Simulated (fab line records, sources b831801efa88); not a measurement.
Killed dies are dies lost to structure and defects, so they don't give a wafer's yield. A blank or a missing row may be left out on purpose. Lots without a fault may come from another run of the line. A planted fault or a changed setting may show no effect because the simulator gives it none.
Which tool did it? | flow sky130 | 24 lots, 72 wafers sampled, at 4 steps of a route of 708

WHAT THE GAUGES READ, wafer by wafer
SKY_VIA2_THK_MEAS_01. Usual: VIA2_HDPCVD_THK 1175 nm, standard deviation 9.7.
lot  | measured     | on            | VIA2_HDPCVD_THK (nm) | flag
L074 | day 34 23:51 | film_metro-02 | 1173 1171 1187       |
L075 | day 36 08:11 | film_metro-03 | 1177 1168 1162       |
L076 | day 36 09:19 | film_metro-01 | 1194 1186 1193       |
L077 | day 36 09:23 | film_metro-02 | 1184 1155 1178       |
L079 | day 36 10:42 | film_metro-03 | 1176 1172 1173       |
L078 | day 36 15:28 | film_metro-03 | 1183 1176 1194       |
L080 | day 36 23:44 | film_metro-01 | 1154 1165 1170       |
L081 | day 37 12:40 | film_metro-03 | 1184 1177 1188       |
L082 | day 37 22:38 | film_metro-01 | 1174 1168 1173       |
L083 | day 38 05:19 | film_metro-02 | 1183 1172 1182       |
L084 | day 38 01:23 | film_metro-03 | 1175 1173 1183       |
L085 | day 38 07:11 | film_metro-01 | 1157 1174 1181       |
L086 | day 38 23:16 | film_metro-03 | 1177 1185 1184       |
L087 | day 39 08:50 | film_metro-03 | 1163 1173 1172       |
L088 | day 39 11:23 | film_metro-02 | 1180 1172 1164       |
L089 | day 39 18:59 | film_metro-03 | 1168 1173 1168       |
L090 | day 40 04:56 | film_metro-02 | 1166 1182 1172       |
L091 | day 40 07:41 | film_metro-02 | 1160 1157 1177       |
L092 | day 40 12:56 | film_metro-02 | 1186 1197 1182       |
L093 | day 41 06:50 | film_metro-03 | 1175 1196 1175       |
L094 | day 41 13:59 | film_metro-03 | 1183 1189 1184       |
L095 | day 42 06:25 | film_metro-02 | 1170 1182 1172       |
L096 | day 43 07:20 | film_metro-01 | 1167 1151 1155       |
L097 | day 43 07:00 | film_metro-03 | 1162 1160 1169       |

WHICH TOOL RAN EACH LOT (tool, then ch and the chambers of the sampled wafers, then the start)
lot  | SKY_NWELL_STRIP_25                   | SKY_METAL2_SPUTTER_04        | SKY_METAL2_ETCH_18
L074 | plasma_asher-01 ch 0,1, day 5 08:06  | pvd_sputter-02, day 33 20:03 | rie_metal-02 ch 0, day 34 22:50
L075 | plasma_asher-01 ch 0,1, day 6 06:30  | pvd_sputter-03, day 35 04:38 | rie_metal-02 ch 1, day 36 07:17
L076 | plasma_asher-01 ch 0,1, day 6 06:53  | pvd_sputter-02, day 35 05:24 | rie_metal-04 ch 0,1, day 36 08:26
L077 | plasma_asher-04 ch 0,1, day 6 07:48  | pvd_sputter-04, day 35 05:44 | rie_metal-02 ch 0,1, day 36 08:31
L079 | plasma_asher-04 ch 0,1, day 6 10:44  | pvd_sputter-02, day 35 08:17 | rie_metal-04 ch 0,1, day 36 09:50
L078 | plasma_asher-04 ch 1, day 6 11:03    | pvd_sputter-04, day 35 11:34 | rie_metal-04 ch 1, day 36 14:15
L080 | plasma_asher-03 ch 0,1, day 6 19:32  | pvd_sputter-04, day 35 21:04 | rie_metal-04 ch 0, day 36 22:43
L081 | plasma_asher-01 ch 0,1, day 7 05:38  | pvd_sputter-04, day 36 08:59 | rie_metal-03 ch 0,1, day 37 11:45
L082 | plasma_asher-04 ch 0,1, day 7 08:54  | pvd_sputter-02, day 36 18:50 | rie_metal-03 ch 0,1, day 37 21:43
L083 | plasma_asher-04 ch 0,1, day 7 13:35  | pvd_sputter-02, day 37 02:09 | rie_metal-03 ch 0,1, day 38 04:24
L084 | plasma_asher-01 ch 0,1, day 7 15:08  | pvd_sputter-04, day 36 22:38 | rie_metal-03 ch 0,1, day 38 00:29
L085 | plasma_asher-04 ch 0,1, day 7 21:09  | pvd_sputter-04, day 37 04:06 | rie_metal-04 ch 0,1, day 38 06:19
L086 | plasma_asher-03 ch 0,1, day 8 06:48  | pvd_sputter-02, day 37 21:08 | rie_metal-04 ch 1, day 38 22:15
L087 | plasma_asher-03 ch 0,1, day 8 13:14  | pvd_sputter-03, day 38 07:03 | rie_metal-03 ch 0,1, day 39 07:58
L088 | plasma_asher-03 ch 0,1, day 8 18:00  | pvd_sputter-04, day 38 09:04 | rie_metal-04 ch 0,1, day 39 10:31
L089 | plasma_asher-01 ch 1, day 8 23:36    | pvd_sputter-04, day 38 16:52 | rie_metal-03 ch 0,1, day 39 18:06
L090 | plasma_asher-03 ch 0,1, day 9 10:35  | pvd_sputter-03, day 39 03:14 | rie_metal-03 ch 0,1, day 40 04:04
L091 | plasma_asher-04 ch 0,1, day 9 15:32  | pvd_sputter-03, day 39 06:34 | rie_metal-03 ch 0,1, day 40 06:46
L092 | plasma_asher-01 ch 0,1, day 9 16:50  | pvd_sputter-02, day 39 11:46 | rie_metal-03 ch 0,1, day 40 12:02
L093 | plasma_asher-04 ch 0,1, day 10 02:45 | pvd_sputter-04, day 40 01:11 | rie_metal-03 ch 0,1, day 41 01:36
L094 | plasma_asher-03 ch 0,1, day 10 16:51 | pvd_sputter-04, day 40 14:16 | rie_metal-04 ch 0, day 41 12:56
L095 | plasma_asher-03 ch 1, day 11 13:05   | pvd_sputter-04, day 41 06:24 | rie_metal-03 ch 0,1, day 42 05:33
L096 | plasma_asher-01 ch 0,1, day 11 23:24 | pvd_sputter-02, day 42 07:47 | rie_metal-03 ch 0,1, day 43 06:28
L097 | plasma_asher-04 ch 0,1, day 11 23:45 | pvd_sputter-04, day 42 07:17 | rie_metal-04 ch 0,1, day 43 06:07
- SKY_NWELL_STRIP_25: strips in O2/N2.
- SKY_METAL2_SPUTTER_04: material TiN, target thk 70 nm, time 58.3 s.
- SKY_METAL2_ETCH_18: etches BARC in N2/H2, stops on SiO2, time 45.9 s, target depth 60 nm.

WHAT THE TOOLS THEMSELVES READ (means of the sampled wafers that have a number; where no wafer has one, the mark that the record gives instead)
SKY_NWELL_STRIP_25. Usual: drypump_motor_current_A 6.0 A, standard deviation 0.39; oes_product_au 0.722 a.u., standard deviation 0.0048; strip_time_to_endpoint_s 36.90 s, standard deviation 0.087.
lot  | tool            | drypump_motor_current_A (A) | oes_product_au (a.u.) | strip_time_to_endpoint_s (s) | flag
L074 | plasma_asher-01 | 5.6                         | 0.724                 | 36.93                        |
L075 | plasma_asher-01 | 5.6                         | 0.725                 | 36.89                        |
L076 | plasma_asher-01 | 5.8                         | 0.720                 | 36.87                        |
L077 | plasma_asher-04 | 6.2                         | 0.720                 | 36.80                        |
L079 | plasma_asher-04 | 6.3                         | 0.720                 | 36.95                        |
L078 | plasma_asher-04 | 6.0                         | 0.724                 | 36.89                        |
L080 | plasma_asher-03 | 6.2                         | 0.718                 | 36.83                        |
L081 | plasma_asher-01 | 5.6                         | 0.719                 | 36.92                        |
L082 | plasma_asher-04 | 6.3                         | 0.724                 | 36.88                        |
L083 | plasma_asher-04 | 6.1                         | 0.720                 | 37.00                        |
L084 | plasma_asher-01 | 5.6                         | 0.724                 | 36.82                        |
L085 | plasma_asher-04 | 6.1                         | 0.722                 | 36.84                        |
L086 | plasma_asher-03 | 5.8                         | 0.721                 | 36.96                        |
L087 | plasma_asher-03 | 5.8                         | 0.723                 | 36.86                        |
L088 | plasma_asher-03 | 6.2                         | 0.720                 | 36.94                        |
L089 | plasma_asher-01 | 5.9                         | 0.726                 | 36.98                        |
L090 | plasma_asher-03 | 5.8                         | 0.722                 | 36.98                        |
L091 | plasma_asher-04 | 6.3                         | 0.720                 | 36.79                        |
L092 | plasma_asher-01 | 5.6                         | 0.722                 | 36.77                        |
L093 | plasma_asher-04 | 6.1                         | 0.721                 | 36.92                        |
L094 | plasma_asher-03 | 6.2                         | 0.721                 | 36.92                        |
L095 | plasma_asher-03 | 5.5                         | 0.721                 | 36.93                        |
L096 | plasma_asher-01 | 5.6                         | 0.719                 | 36.76                        |
L097 | plasma_asher-04 | 6.3                         | 0.719                 | 36.89                        |

SKY_METAL2_SPUTTER_04. Usual: throttle_valve_pct 30.0 %, standard deviation 1.1.
lot  | tool           | throttle_valve_pct (%) | flag
L074 | pvd_sputter-02 | 30.7                   |
L075 | pvd_sputter-03 | 29.6                   |
L076 | pvd_sputter-02 | 30.8                   |
L077 | pvd_sputter-04 | 29.3                   |
L079 | pvd_sputter-02 | 30.3                   |
L078 | pvd_sputter-04 | 29.9                   |
L080 | pvd_sputter-04 | 28.4                   |
L081 | pvd_sputter-04 | 29.6                   |
L082 | pvd_sputter-02 | 29.8                   |
L083 | pvd_sputter-02 | 30.3                   |
L084 | pvd_sputter-04 | 30.1                   |
L085 | pvd_sputter-04 | 30.2                   |
L086 | pvd_sputter-02 | 29.8                   |
L087 | pvd_sputter-03 | 30.3                   |
L088 | pvd_sputter-04 | 29.6                   |
L089 | pvd_sputter-04 | 29.1                   |
L090 | pvd_sputter-03 | 29.9                   |
L091 | pvd_sputter-03 | 29.7                   |
L092 | pvd_sputter-02 | 30.3                   |
L093 | pvd_sputter-04 | 30.1                   |
L094 | pvd_sputter-04 | 29.5                   |
L095 | pvd_sputter-04 | 29.8                   |
L096 | pvd_sputter-02 | 29.8                   |
L097 | pvd_sputter-04 | 29.6                   |

SKY_METAL2_ETCH_18. Usual: drypump_motor_current_A 6.04 A, standard deviation 0.3; oes_product_au 0.855 a.u., standard deviation 0.0048; throttle_valve_pct 13.225 %, standard deviation 0.009.
lot  | tool         | drypump_motor_current_A (A) | oes_product_au (a.u.) | throttle_valve_pct (%) | flag
L074 | rie_metal-02 | 6.28                        | 0.861                 | 13.221                 |
L075 | rie_metal-02 | 5.30                        | 0.860                 | 13.227                 |
L076 | rie_metal-04 | 5.92                        | 0.857                 | 13.224                 |
L077 | rie_metal-02 | 5.65                        | 0.849                 | 13.227                 |
L079 | rie_metal-04 | 5.84                        | 0.855                 | 13.231                 |
L078 | rie_metal-04 | 5.72                        | 0.857                 | 13.229                 |
L080 | rie_metal-04 | 6.01                        | 0.852                 | 13.227                 |
L081 | rie_metal-03 | 6.27                        | 0.855                 | 13.227                 |
L082 | rie_metal-03 | 6.09                        | 0.853                 | 13.228                 |
L083 | rie_metal-03 | 6.09                        | 0.852                 | 13.215                 |
L084 | rie_metal-03 | 6.26                        | 0.860                 | 13.224                 |
L085 | rie_metal-04 | 5.92                        | 0.856                 | 13.225                 |
L086 | rie_metal-04 | 5.76                        | 0.856                 | 13.220                 |
L087 | rie_metal-03 | 6.08                        | 0.848                 | 13.232                 |
L088 | rie_metal-04 | 5.90                        | 0.855                 | 13.215                 |
L089 | rie_metal-03 | 6.08                        | 0.857                 | 13.223                 |
L090 | rie_metal-03 | 6.07                        | 0.860                 | 13.215                 |
L091 | rie_metal-03 | 6.10                        | 0.851                 | 13.223                 |
L092 | rie_metal-03 | 6.25                        | 0.855                 | 13.227                 |
L093 | rie_metal-03 | 6.27                        | 0.850                 | 13.223                 |
L094 | rie_metal-04 | 6.01                        | 0.848                 | 13.233                 |
L095 | rie_metal-03 | 6.28                        | 0.858                 | 13.230                 |
L096 | rie_metal-03 | 6.26                        | 0.862                 | 13.226                 |
L097 | rie_metal-04 | 5.91                        | 0.851                 | 13.223                 |

THE ANSWER, worked out from the rows above alone
Rule: a lot is off if the mean of its wafers that have a number lies more than 3 standard deviations from the usual mean. A lot without any number at a reading at which 4 lots or more have one is off too. The other lots that the step has rows for count as sound. The gauges are gone through in route order, then the tools' own readings, and for those a lot's mean is taken as printed above. The first step at which some lot is off is used, and at that step the reading that is off furthest; a lot without a number counts as furthest.
No lot is off at any reading shown: from this, nothing can be told.

WHAT THE SIMULATOR HAD PUT IN
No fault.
